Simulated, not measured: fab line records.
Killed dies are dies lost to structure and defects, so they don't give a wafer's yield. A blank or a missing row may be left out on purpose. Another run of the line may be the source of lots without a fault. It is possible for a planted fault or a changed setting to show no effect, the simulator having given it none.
fab line records	flow sfq_line
record: lots: 6	wafers: 18	last_day: 91
route steps=325 shown M1@62 I1@73 M2@88 I2@103 M8@325
lots untouched by any fault: they come from a run of this same line in which no faults occurred
start_h: the number of hours between the record's first day and the start of the first shown wafer of the lot	wait_h: hours since the lot's step before	" unchanged from the row above	L1.1+2: one row covering several wafers at once	- no value, or no start given	* or withheld: withheld	< > ~ a bound
route shown NAME@n: a module of which the file shows steps, and the number in the route of the first	usual: average and standard deviation across the fault-free wafers	same: alike in all rows	chamber/n: place in a boat	sites: per-site readings	_std_site: how widely they spread, as a standard deviation	_edge_site: inner sites' mean taken away from outer sites' mean	radius_mm: for every site, how far away it sits from the centre of the wafer	mask NAME#n: copy n	behind: tool/chamber where the wafer was last shaped	hold: why the lot was held/for how many hours/how that ended	device: which transistor (n, p or np) failed to switch	end of line: the same wafers' tests at the end of the route	for a step that has no rows: nothing shown but its recipe	killed: at the first sort, the dies lost to defects and structure; wafer yield is something else	map: dies across one wafer; x = killed, . = not, _ = none there
set.NAME: the setting as run; set.NAME@STEP: as run at that earlier step	model.NAME: the simulator's own value behind a step, which no gauge read
certain route steps with their lots: each step a table, each wafer a row
services: when a tool's chamber went out of use (start_h, in hours from the record's first day, below 0 if earlier), for how many hours, and the reason
== steps ==
step: SFQ_TRILAYER_M1_LITHO_COAT_044
recipe: resist: BARC	spin_rpm: 3000	resist_thk_nm: 62
step: SFQ_TRILAYER_M1_LITHO_COAT_039
recipe: resist: KrF	spin_rpm: 3000	resist_thk_nm: 600
step: SFQ_TRILAYER_M1_LITHO_SOFTBAKE_043
recipe: temp_c: withheld	time_s: withheld	resist: KrF
step: SFQ_TRILAYER_M1_LITHO_EXPOSE_040
recipe: mask_id: M1	na: 0.6	source_shape: conventional	sigma_outer: 0.65	target_cd_nm: 500	dose_mj: 14.4
step: SFQ_TRILAYER_M1_LITHO_PEB_042
recipe: peb_temp_c: 115	peb_time_s: 60	resist: KrF
step: SFQ_TRILAYER_M1_LITHO_DEVELOP_041
recipe: time_s: 60	resist: KrF
step: SFQ_M1_OVL_MEAS_911
usual: M1_OVL: 0/4.5
lot.wafer	tool	chamber	start_h	wait_h	M1_OVL[nm]
L687.2	overlay-02	-	408.42	0.1	1
L687.3	"	-	"	"	-4
L687.6	"	-	"	"	5
L689.2	overlay-01	-	421.73	0.1	-4
L689.5	"	-	"	"	-10
L689.6	"	-	"	"	2
L697.1	overlay-02	-	541.50	0.1	9
L697.2	"	-	"	"	1
L697.5	"	-	"	"	6
L699.1	overlay-01	-	545.10	0.1	5
L699.2	"	-	"	"	-2
L699.6	"	-	"	"	5
L700.1	overlay-02	-	547.50	0.1	0
L700.3	"	-	"	"	-7
L700.5	"	-	"	"	-6
L707.2	overlay-02	-	621.90	0.1	2
L707.3	"	-	"	"	3
L707.4	"	-	"	"	0
step: SFQ_TRILAYER_M1_BARC_OPEN_METAL_ETCH_054
recipe: mask_material: PR	chemistry: O2	target_depth_nm: 125	target: BARC	icp_w: 600	bias_w: 80	pressure_mtorr: 10	time_s: 41.7
usual: drypump_motor_current_A: 5.4/0.51	he_backside_leak_sccm: 3.39/0.21	oes_product_au: 0.685/0.0046
lot.wafer	tool	chamber	start_h	wait_h	drypump_motor_current_A	he_backside_leak_sccm	oes_product_au	rf_hours_counter_h
L687.2	rie_metal-02	1	408.45	0.0	4.8	3.42	0.688	112
L687.3	"	1	"	"	4.8	3.42	0.691	-
L687.6	"	1	"	"	4.8	3.44	0.686	-
L689.2	rie_metal-03	0	421.76	0.0	5.0	3.31	0.688	132
L689.5	"	1	"	"	6.2	3.59	0.685	-
L689.6	"	0	"	"	4.9	3.45	0.684	-
L697.1	rie_metal-02	0	541.53	0.0	5.7	3.20	0.686	33
L697.2	"	1	"	"	4.8	3.49	0.686	127
L697.5	"	0	"	"	5.7	3.11	0.677	-
L699.1	rie_metal-02	0	545.13	0.0	5.7	3.29	0.682	33
L699.2	"	1	"	"	4.8	3.30	0.692	128
L699.6	"	0	"	"	5.7	3.25	0.686	-
L700.1	rie_metal-04	0	547.53	0.0	5.4	3.05	0.691	31
L700.3	"	0	"	"	5.4	3.06	0.682	-
L700.5	"	1	"	"	4.9	3.63	0.689	-
L707.2	rie_metal-02	1	621.93	0.0	4.8	3.51	0.688	137
L707.3	"	0	"	"	5.7	3.42	0.681	-
L707.4	"	1	"	"	4.8	3.43	0.686	-
step: SFQ_TRILAYER_M1_ETCH_METAL_ETCH_042
recipe: target: Nb	stop_on: SiO2	mask_material: PR	chemistry: Cl2/Ar	target_depth_nm: 240	icp_w: 622.8	bias_w: 80	pressure_mtorr: 10	time_s: 120
step: SFQ_TRILAYER_M1_STRIP_STRIP_043
recipe: gas: O2	power_w: 200	platen_temp_c: 40	overash_fraction: 0.65	chemistry: O2	pressure_mtorr: 50
step: SFQ_TRILAYER_M1_STRIP_SOLV_CLEAN_044
recipe: chemistry: NMP	temp_c: 70	time_s: 600
step: SFQ_TRILAYER_I1_DEP_PECVD_045
recipe: material: SiO2	temp_c: 150	time_s: 111.11	pressure_torr: 2.4	rf_w: 183.3	precursor: SiH4/N2O	target_thk_nm: 500
usual: heater_power_w: 79/18	throttle_valve_pct: 24.4/0.84
lot.wafer	tool	chamber	start_h	wait_h	heater_power_w	throttle_valve_pct
L687.2	pecvd-01	2	409.41	0.0	62	22.8
L687.3	"	0	"	"	79	23.9
L687.6	"	2	"	"	66	22.5
L689.2	pecvd-01	2	422.72	0.0	66	22.8
L689.5	"	0	"	"	85	24.1
L689.6	"	2	"	"	67	22.7
L697.1	pecvd-01	0	542.51	0.0	85	24.3
L697.2	"	2	"	"	62	23.2
L697.5	"	0	"	"	89	24.1
L699.1	pecvd-02	0	546.09	0.0	80	25.5
L699.2	"	1	"	"	88	23.7
L699.6	"	2	"	"	75	24.6
L700.1	pecvd-01	2	548.49	0.0	67	23.2
L700.3	"	1	"	"	44	24.4
L700.5	"	1	"	"	47	24.4
L707.2	pecvd-03	1	622.89	0.0	88	25.6
L707.3	"	0	"	"	103	25.5
L707.4	"	1	"	"	74	25.8
step: SFQ_TRILAYER_I1_CMP_CMP_046
recipe: material: SiO2	down_force_psi: 3	platen_rpm: 60	pad_velocity_m_s: 0.94248
usual: motor_current_A: 10.4/1.2	platen_rpm: 60.00/0.04	time_to_endpoint_s: 213/7.7
lot.wafer	tool	chamber	start_h	wait_h	motor_current_A	platen_rpm	time_to_endpoint_s	model.SiO2_of_TRILAYER_I1_DEP_PECVD_045.thk_nm
L687.3	cmp-01	3	410.49	1.0	12.0	59.99	217	201
L687.2	"	0	"	"	11.4	59.96	207	199.2
L687.6	"	1	"	"	9.7	60.02	215	199.1
L689.2	cmp-02	2	423.80	1.0	8.3	59.93	197	198.8
L689.6	"	0	424.80	2.0	9.7	60.06	218	199.3
L689.5	"	1	"	"	9.7	60.02	218	197.7
L697.1	cmp-01	0	542.59	0.0	11.2	60.00	242	149.5
L697.2	"	1	"	"	10.2	59.96	197	200.4
L697.5	"	0	544.59	2.0	11.6	60.01	248	147.9
L699.2	cmp-01	3	546.17	0.0	11.6	60.06	220	201.3
L699.1	"	2	547.67	1.5	11.0	60.03	209	198.8
L699.6	"	0	548.67	2.5	11.4	59.96	248	148.6
L700.3	cmp-02	2	548.57	0.0	8.5	60.03	213	201.1
L700.1	"	0	549.57	1.0	9.9	60.00	227	200.5
L700.5	"	3	551.07	2.5	11.6	59.98	220	198.1
L707.4	cmp-02	1	633.67	10.7	9.6	60.04	212	198.5
L707.2	"	2	"	"	8.8	60.00	206	198
L707.3	"	3	"	"	11.3	59.98	201	199
step: SFQ_I1_BOW_MEAS_912
recipe: mode: bow
usual: I1_BOW: 0/8.5
lot.wafer	tool	chamber	start_h	wait_h	I1_BOW[um]
L687.2	film_metro-01	-	412.51	1.0	2
L687.3	"	-	"	"	6
L687.6	"	-	"	"	-3
L689.2	film_metro-04	-	425.82	1.5	-6
L689.5	"	-	"	"	10
L689.6	"	-	"	"	-1
L697.1	film_metro-01	-	545.59	2.5	-6
L697.2	"	-	"	"	20
L697.5	"	-	"	"	-1
L697.1	film_metro-01	-	546.91	1.3	-
L697.2	"	-	"	"	-
L697.5	"	-	"	"	-
L699.1	film_metro-01	-	549.17	1.0	-1
L699.2	"	-	"	"	-8
L699.6	"	-	"	"	2
L699.1	film_metro-01	-	550.49	1.3	-
L699.2	"	-	"	"	-
L699.6	"	-	"	"	-
L700.1	film_metro-03	-	551.57	1.5	-6
L700.3	"	-	"	"	7
L700.5	"	-	"	"	-8
L707.2	film_metro-04	-	636.19	1.5	0
L707.3	"	-	"	"	-17
L707.4	"	-	"	"	-3
step: SFQ_TRILAYER_I1_METRO_MEASURE_047
usual: thk_nm: 199.2/1.1
lot.wafer	tool	chamber	start_h	wait_h	thk_nm
L687.2	film_metro-01	-	412.81	0.3	199.4
L687.3	"	-	"	"	200.9
L687.6	"	-	"	"	199.1
L689.2	film_metro-04	-	426.12	0.3	198.8
L689.5	"	-	"	"	197.6
L689.6	"	-	"	"	199.4
L700.1	film_metro-03	-	551.69	0.1	200.5
L700.3	"	-	"	"	201.2
L700.5	"	-	"	"	198.4
L697.1	film_metro-01	-	551.80	4.9	149.5
L697.2	"	-	"	"	200.1
L697.5	"	-	"	"	148.0
L697.1	film_metro-01	-	553.17	1.2	149.5
L697.2	"	-	"	"	200.4
L697.5	"	-	"	"	147.8
L699.1	film_metro-01	-	552.42	1.9	198.7
L699.2	"	-	"	"	201.2
L699.6	"	-	"	"	148.6
L699.1	film_metro-01	-	553.79	1.2	198.7
L699.2	"	-	"	"	201.2
L699.6	"	-	"	"	148.5
L707.2	film_metro-04	-	636.49	0.3	197.8
L707.3	"	-	"	"	198.9
L707.4	"	-	"	"	198.6
step: SFQ_TRILAYER_I1_VIA_LITHO_COAT_054
recipe: resist: BARC	spin_rpm: 3000	resist_thk_nm: 62
step: SFQ_TRILAYER_I1_VIA_LITHO_COAT_049
recipe: resist: KrF	spin_rpm: 3051	resist_thk_nm: 650
step: SFQ_TRILAYER_I1_VIA_LITHO_SOFTBAKE_053
recipe: temp_c: withheld	time_s: withheld	resist: KrF
step: SFQ_TRILAYER_I1_VIA_LITHO_EXPOSE_050
recipe: mask_id: I1	na: 0.6	source_shape: conventional	sigma_outer: 0.65	target_cd_nm: 500	dose_mj: 21.3
step: SFQ_TRILAYER_I1_VIA_LITHO_PEB_052
recipe: peb_temp_c: 115	peb_time_s: 60	resist: KrF
step: SFQ_TRILAYER_I1_VIA_LITHO_DEVELOP_051
recipe: time_s: 60	resist: KrF
step: SFQ_I1_OVL_MEAS_913
usual: I1_OVL: 2/5.2
lot.wafer	tool	chamber	start_h	wait_h	I1_OVL[nm]
L687.2	overlay-02	-	572.70	0.1	-1
L687.3	"	-	"	"	2
L687.6	"	-	"	"	0
L689.2	overlay-02	-	590.70	0.1	8
L689.5	"	-	"	"	0
L689.6	"	-	"	"	4
L697.1	overlay-01	-	705.39	0.1	0
L697.2	"	-	"	"	2
L697.5	"	-	"	"	8
L699.1	overlay-01	-	712.59	0.1	3
L699.2	"	-	"	"	0
L699.6	"	-	"	"	-5
L700.1	overlay-01	-	713.79	0.1	7
L700.3	"	-	"	"	10
L700.5	"	-	"	"	5
L707.2	overlay-01	-	790.76	0.1	0
L707.3	"	-	"	"	3
L707.4	"	-	"	"	1
step: SFQ_TRILAYER_I1_VIA_BARC_OPEN_VIA_ETCH_071
recipe: mask_material: PR	chemistry: O2	target_depth_nm: 125	target: BARC	source_w: 500	bias_w: 80	pressure_mtorr: 30	time_s: 41.7
usual: drypump_motor_current_A: 5.9/0.32	oes_product_au: 0.685/0.0043
lot.wafer	tool	chamber	start_h	wait_h	drypump_motor_current_A	oes_product_au	rf_hours_counter_h
L687.2	rie_diel-03	0	572.73	0.0	6.5	0.686	0
L687.3	"	2	"	"	5.4	0.680	13
L687.6	"	1	"	"	6.0	0.682	-
L689.2	rie_diel-03	1	590.73	0.0	6.0	0.681	27
L689.5	"	2	"	"	5.5	0.681	-
L689.6	"	3	"	"	5.8	0.696	-
L697.1	rie_diel-04	1	705.43	0.0	6.0	0.689	18
L697.2	"	0	"	"	6.0	0.687	5
L697.5	"	0	"	"	6.0	0.693	-
L699.1	rie_diel-04	0	712.63	0.0	6.0	0.683	5
L699.2	"	3	"	"	5.3	0.680	7
L699.6	"	1	"	"	5.9	0.689	-
L700.1	rie_diel-03	2	713.83	0.0	5.4	0.677	15
L700.3	"	0	"	"	6.4	0.681	3
L700.5	"	3	"	"	5.8	0.680	-
L707.2	rie_diel-01	3	790.79	0.0	6.1	0.684	28
L707.3	"	1	"	"	6.1	0.681	19
L707.4	"	2	"	"	5.9	0.689	1
step: SFQ_TRILAYER_I1_VIA_ETCH_VIA_ETCH_052
recipe: target: SiO2	stop_on: Nb	mask_material: PR	taper_deg: 20	chemistry: CHF3	target_depth_nm: 260	source_w: 500	bias_w: 80	pressure_mtorr: 30	time_s: withheld
usual: drypump_motor_current_A: 5.9/0.32	oes_product_au: 0.853/0.0052
lot.wafer	tool	chamber	start_h	wait_h	drypump_motor_current_A	oes_product_au	model.I1.feature_depth_nm	model.etch.depth_nm
L687.2	rie_diel-03	0	572.77	0.0	6.4	0.862	199.2	199.2
L687.3	"	2	"	"	5.4	0.863	201	201
L687.6	"	1	"	"	6.0	0.853	199.1	199.1
L689.2	rie_diel-03	1	590.77	0.0	6.0	0.848	198.8	198.8
L689.5	"	2	"	"	5.4	0.851	197.7	197.7
L689.6	"	3	"	"	5.7	0.855	199.3	199.3
L697.1	rie_diel-04	1	705.47	0.0	6.0	0.733	149.5	149.5
L697.2	"	0	"	"	6.0	0.852	200.4	200.4
L697.5	"	0	"	"	6.0	0.730	147.9	147.9
L699.1	rie_diel-04	0	712.67	0.0	6.0	0.855	198.8	198.8
L699.2	"	3	"	"	5.3	0.856	201.3	201.3
L699.6	"	1	"	"	6.0	0.735	148.6	148.6
L700.1	rie_diel-03	2	713.87	0.0	5.4	0.858	200.5	200.5
L700.3	"	0	"	"	6.5	0.866	201.1	201.1
L700.5	"	3	"	"	5.8	0.849	198.1	198.1
L707.2	rie_diel-01	3	790.83	0.0	6.1	0.862	198	198
L707.3	"	1	"	"	6.1	0.858	199	199
L707.4	"	2	"	"	5.9	0.855	198.5	198.5
step: SFQ_TRILAYER_I1_VIA_STRIP_STRIP_053
recipe: gas: O2	power_w: 200	platen_temp_c: 40	overash_fraction: 0.65	chemistry: O2	pressure_mtorr: 50
usual: drypump_motor_current_A: 5.6/0.48	he_backside_leak_sccm: 3.6/0.47	oes_product_au: 0.995/0.0093	platen_temp_c: 39.99/0.12
lot.wafer	tool	chamber	start_h	wait_h	drypump_motor_current_A	he_backside_leak_sccm	oes_product_au	platen_temp_c	rf_hours_counter_h
L687.2	rie_metal-03	1	572.89	-	6.2	3.5	1.006	40.09	76
L687.3	"	0	"	"	4.9	3.4	1.007	40.07	-
L687.6	"	1	"	"	6.2	5.3	0.999	40.12	-
L689.2	rie_metal-01	1	590.89	-	5.7	3.9	0.990	39.91	27
L689.5	"	0	"	"	6.1	3.5	0.987	39.97	-
L689.6	"	1	"	"	5.8	3.6	0.991	39.99	-
L697.1	rie_metal-04	0	705.58	-	5.4	3.4	0.992	39.88	53
L697.2	"	1	"	"	4.9	3.7	0.989	39.87	108
L697.5	"	1	"	"	5.0	3.6	0.983	39.57	-
L699.1	rie_metal-03	0	712.78	-	4.9	3.3	0.989	40.16	6
L699.2	"	0	"	"	5.0	3.4	0.990	40.29	-
L699.6	"	0	"	"	4.9	3.3	0.992	40.18	-
L700.1	rie_metal-01	1	713.98	-	5.8	3.5	1.003	40.02	45
L700.3	"	1	"	"	5.8	3.4	0.996	39.92	-
L700.5	"	1	"	"	5.8	3.4	1.005	39.94	-
L707.2	rie_metal-01	0	790.94	-	6.0	3.7	0.990	39.88	100
L707.3	"	1	"	"	5.8	3.7	0.997	40.04	-
L707.4	"	0	"	"	6.1	3.5	0.986	40.10	-
step: SFQ_TRILAYER_I1_VIA_STRIP_SOLV_CLEAN_054
recipe: chemistry: NMP	temp_c: 70	time_s: 600
step: SFQ_TRILAYER_M2_DEP_PRE_CLEAN_056
recipe: gas: Ar	time_s: 22.5	bias_v: 250
step: SFQ_TRILAYER_M2_DEP_SPUTTER_055
recipe: material: Nb	base_pressure_pa: 1.33e-06	chamber_pressure_pa: 0.1333	substrate_temp_c: 20	resputter_cathode_voltage_v: 400	target_thk_nm: 200	power_w: 2000	time_s: 133.3
step: SFQ_M2_RS_MEAS_914
recipe: thk_meas_gauge: four-point-probe	reads: Nb_of_TRILAYER_M2_DEP_SPUTTER_055
usual: M2_NB_RS: 0.892/0.0087
lot.wafer	tool	chamber	start_h	wait_h	M2_NB_RS[ohm/sq]
L687.2	film_metro-02	-	573.80	0.1	0.908
L687.3	"	-	"	"	0.897
L687.6	"	-	"	"	0.899
L689.2	film_metro-02	-	591.98	0.1	0.886
L689.5	"	-	"	"	0.887
L689.6	"	-	"	"	0.899
L697.1	film_metro-01	-	706.49	0.0	0.894
L697.2	"	-	"	"	0.890
L697.5	"	-	"	"	0.889
L699.1	film_metro-02	-	714.27	0.0	0.883
L699.2	"	-	"	"	0.886
L699.6	"	-	"	"	0.886
L700.1	film_metro-01	-	714.89	0.0	0.881
L700.3	"	-	"	"	0.904
L700.5	"	-	"	"	0.897
L707.2	film_metro-03	-	791.86	0.1	0.894
L707.3	"	-	"	"	0.894
L707.4	"	-	"	"	0.891
step: SFQ_TRILAYER_M2_LITHO_COAT_062
recipe: resist: BARC	spin_rpm: 3000	resist_thk_nm: 62
step: SFQ_TRILAYER_M2_LITHO_COAT_057
recipe: resist: KrF	spin_rpm: 3000	resist_thk_nm: 600
step: SFQ_TRILAYER_M2_LITHO_SOFTBAKE_061
recipe: temp_c: withheld	time_s: withheld	resist: KrF
step: SFQ_TRILAYER_M2_LITHO_EXPOSE_058
recipe: mask_id: M2	na: 0.6	source_shape: conventional	sigma_outer: 0.65	target_cd_nm: 500	dose_mj: 14.4
step: SFQ_TRILAYER_M2_LITHO_PEB_060
recipe: peb_temp_c: 115	peb_time_s: 60	resist: KrF
step: SFQ_TRILAYER_M2_LITHO_DEVELOP_059
recipe: time_s: 60	resist: KrF
step: SFQ_M2_OVL_MEAS_916
usual: M2_OVL: -2/5.5
lot.wafer	tool	chamber	start_h	wait_h	M2_OVL[nm]
L687.2	overlay-02	-	734.20	0.1	-6
L687.3	"	-	"	"	-1
L687.6	"	-	"	"	-1
L689.2	overlay-02	-	757.24	0.1	-10
L689.5	"	-	"	"	-2
L689.6	"	-	"	"	-6
L697.1	overlay-01	-	850.47	0.1	-12
L697.2	"	-	"	"	-5
L697.5	"	-	"	"	-6
L699.1	overlay-01	-	860.20	0.1	-2
L699.2	"	-	"	"	-9
L699.6	"	-	"	"	-6
L700.1	overlay-01	-	861.40	0.1	2
L700.3	"	-	"	"	7
L700.5	"	-	"	"	5
L707.2	overlay-01	-	928.61	0.1	5
L707.3	"	-	"	"	0
L707.4	"	-	"	"	5
step: SFQ_TRILAYER_M2_BARC_OPEN_METAL_ETCH_077
recipe: mask_material: PR	chemistry: O2	target_depth_nm: 125	target: BARC	icp_w: 600	bias_w: 80	pressure_mtorr: 10	time_s: 41.7
step: SFQ_TRILAYER_M2_ETCH_METAL_ETCH_060
recipe: target: Nb	stop_on: SiO2	mask_material: PR	chemistry: Cl2/Ar	target_depth_nm: 240	icp_w: 622.4	bias_w: 80	pressure_mtorr: 10	time_s: 120
usual: drypump_motor_current_A: 5.5/0.43	he_backside_leak_sccm: 3.46/0.26	oes_product_au: 0.893/0.0063
lot.wafer	tool	chamber	start_h	wait_h	drypump_motor_current_A	he_backside_leak_sccm	oes_product_au	rf_hours_counter_h	model.SiO2_of_TRILAYER_I1_DEP_PECVD_045.thk_nm
L687.2	rie_metal-02	0	734.29	0.0	5.7	3.11	0.881	60	191
L687.3	"	0	"	"	5.7	3.32	0.895	-	192.7
L687.6	"	1	"	"	4.8	3.16	0.897	-	190.9
L689.2	rie_metal-04	0	757.33	0.0	5.4	3.27	0.893	61	190.5
L689.5	"	0	"	"	5.4	3.43	0.891	-	189.4
L689.6	"	1	"	"	4.9	3.96	0.888	-	191
L697.1	rie_metal-01	0	850.57	0.0	6.0	3.55	0.888	108	141.2
L697.2	"	1	"	"	5.8	3.62	0.890	64	192.1
L697.5	"	1	"	"	5.8	3.66	0.895	-	139.7
L699.1	rie_metal-02	0	860.35	0.1	5.7	3.13	0.899	78	190.6
L699.2	"	0	"	"	5.7	3.06	0.899	-	193.1
L699.6	"	0	"	"	5.7	3.21	0.889	-	140.4
L700.1	rie_metal-01	1	861.49	0.0	5.8	3.63	0.896	66	192.3
L700.3	"	0	"	"	6.0	3.93	0.883	-	192.8
L700.5	"	1	"	"	5.8	3.46	0.884	-	189.9
L707.2	rie_metal-02	1	928.69	0.0	4.8	3.25	0.897	29	189.8
L707.3	"	1	"	"	4.8	3.42	0.890	-	190.7
L707.4	"	0	"	"	5.7	3.15	0.895	-	190.3
step: SFQ_TRILAYER_M2_STRIP_STRIP_061
recipe: gas: O2	power_w: 200	platen_temp_c: 40	overash_fraction: 0.65	chemistry: O2	pressure_mtorr: 50
step: SFQ_TRILAYER_M2_STRIP_SOLV_CLEAN_062
recipe: chemistry: NMP	temp_c: 70	time_s: 600
step: SFQ_TRILAYER_I2_DEP_PECVD_063
recipe: material: SiO2	temp_c: 150	time_s: 111.11	pressure_torr: 2.4	rf_w: 183.3	precursor: SiH4/N2O	target_thk_nm: 500
usual: heater_power_w: 87/11	throttle_valve_pct: 24.5/1.1
lot.wafer	tool	chamber	start_h	wait_h	heater_power_w	throttle_valve_pct
L687.2	pecvd-02	2	735.22	0.0	77	24.1
L687.3	"	0	"	"	81	25.8
L687.6	"	2	"	"	78	24.2
L689.2	pecvd-02	1	758.23	0.0	82	23.7
L689.5	"	0	"	"	80	25.7
L689.6	"	2	"	"	80	24.2
L697.1	pecvd-04	1	851.47	0.0	99	22.8
L697.2	"	2	"	"	79	24.0
L697.5	"	2	"	"	84	24.3
L699.1	pecvd-03	2	861.98	0.0	112	25.3
L699.2	"	1	"	"	85	26.4
L699.6	"	2	"	"	94	25.3
L700.1	pecvd-02	1	862.39	0.0	82	23.7
L700.3	"	2	"	"	79	24.5
L700.5	"	1	"	"	85	24.0
L707.2	pecvd-04	1	929.59	0.0	93	23.3
L707.3	"	0	"	"	85	23.6
L707.4	"	0	"	"	86	23.6
step: SFQ_M8_BOW_MEAS_951
recipe: mode: bow
usual: M8_BOW: 8/12
lot.wafer	tool	chamber	start_h	wait_h	M8_BOW[um]	model.etest.i1.link_ohm
L687.2	film_metro-03	-	1927.01	0.0	18	1.986
L687.3	"	-	"	"	21	1.981
L687.6	"	-	"	"	12	1.983
L689.2	film_metro-02	-	1935.40	0.0	-1	1.938
L689.5	"	-	"	"	17	1.942
L689.6	"	-	"	"	5	1.965
L697.1	film_metro-02	-	2015.50	0.0	-3	1.887
L697.2	"	-	"	"	23	1.939
L697.5	"	-	"	"	0	1.889
L699.1	film_metro-03	-	2156.00	0.0	9	1.943
L699.2	"	-	"	"	2	1.952
L699.6	"	-	"	"	10	1.893
L700.1	film_metro-03	-	2163.20	0.0	8	1.953
L700.3	"	-	"	"	21	1.986
L700.5	"	-	"	"	7	1.958
L707.2	film_metro-02	-	2191.07	0.0	7	1.979
L707.3	"	-	"	"	-9	1.978
L707.4	"	-	"	"	4	1.985
== services ==
tool	chamber	start_h	hours	kind
rie_metal-02	0	384.84	5.2	repair
rie_metal-01	-	404.26	2.8	pm
rie_diel-03	0	433.77	4.2	repair
rie_diel-03	1	442.83	11.4	repair
rie_diel-04	1	443.61	24.7	repair
film_metro-01	-	463.48	1.6	pm
film_metro-01	-	466.89	1.3	pm
film_metro-01	-	470.11	0.3	pm
film_metro-01	-	472.49	0.8	pm
pecvd-01	-	482.45	2.8	pm
rie_diel-03	2	503.21	6.1	repair
rie_diel-04	-	504.50	0.5	repair
film_metro-01	-	528.76	0.9	pm
rie_diel-03	1	608.96	2.5	repair
rie_metal-02	0	635.68	17.1	repair
rie_metal-02	1	647.96	6.1	repair
film_metro-01	-	708.48	1.7	pm
film_metro-01	-	711.89	0.5	pm
film_metro-01	-	715.11	0.9	pm
rie_diel-03	1	741.40	6.2	repair
rie_metal-02	0	811.23	11.3	repair
rie_metal-02	1	856.45	21.3	repair
rie_diel-03	0	882.68	102.3	repair
rie_diel-03	2	899.22	9.4	repair
== key ==
first_sign: step: SFQ_TRILAYER_I1_CMP_CMP_046	reading: time_to_endpoint_s	direction: up	sigmas: 4.2	usual: *	struck: *
effect: step: SFQ_I1_BOW_MEAS_912	reading: visit	direction: added
effect: step: SFQ_TRILAYER_I1_METRO_MEASURE_047	reading: visit	direction: added
effect: step: SFQ_TRILAYER_I1_METRO_MEASURE_047	reading: thk_nm	direction: down	sigmas: 46	usual: 199.2	struck: 148.7
effect: step: SFQ_TRILAYER_I1_VIA_ETCH_VIA_ETCH_052	reading: oes_product_au	direction: down	sigmas: 23	usual: 0.853	struck: 0.732
model_effect: step: SFQ_TRILAYER_I1_CMP_CMP_046	value: SiO2_of_TRILAYER_I1_DEP_PECVD_045.thk_nm	without: 198.7	struck: 148.7
model_effect: step: SFQ_TRILAYER_I1_VIA_ETCH_VIA_ETCH_052	value: I1.feature_depth_nm	without: 198.7	struck: 148.7
model_effect: step: SFQ_TRILAYER_M2_ETCH_METAL_ETCH_060	value: SiO2_of_TRILAYER_I1_DEP_PECVD_045.thk_nm	without: 190.4	struck: 140.4
model_effect: step: SFQ_M8_BOW_MEAS_951	value: etest.i1.link_ohm	without: 1.936	struck: 1.89
met_at SFQ_TRILAYER_I1_CMP_CMP_046
struck_wafers L697.1,L697.5,L699.6
onset_between 410.49 542.59
fault: kind: process_parameter_drift	tool: cmp-01	chamber: 0	onset_h: 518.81	steps: SFQ_TRILAYER_I1_CMP_CMP_046	channel: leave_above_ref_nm	offset: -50	shape: step	end_h: 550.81	acts_in: these_recipes_only	stated: 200
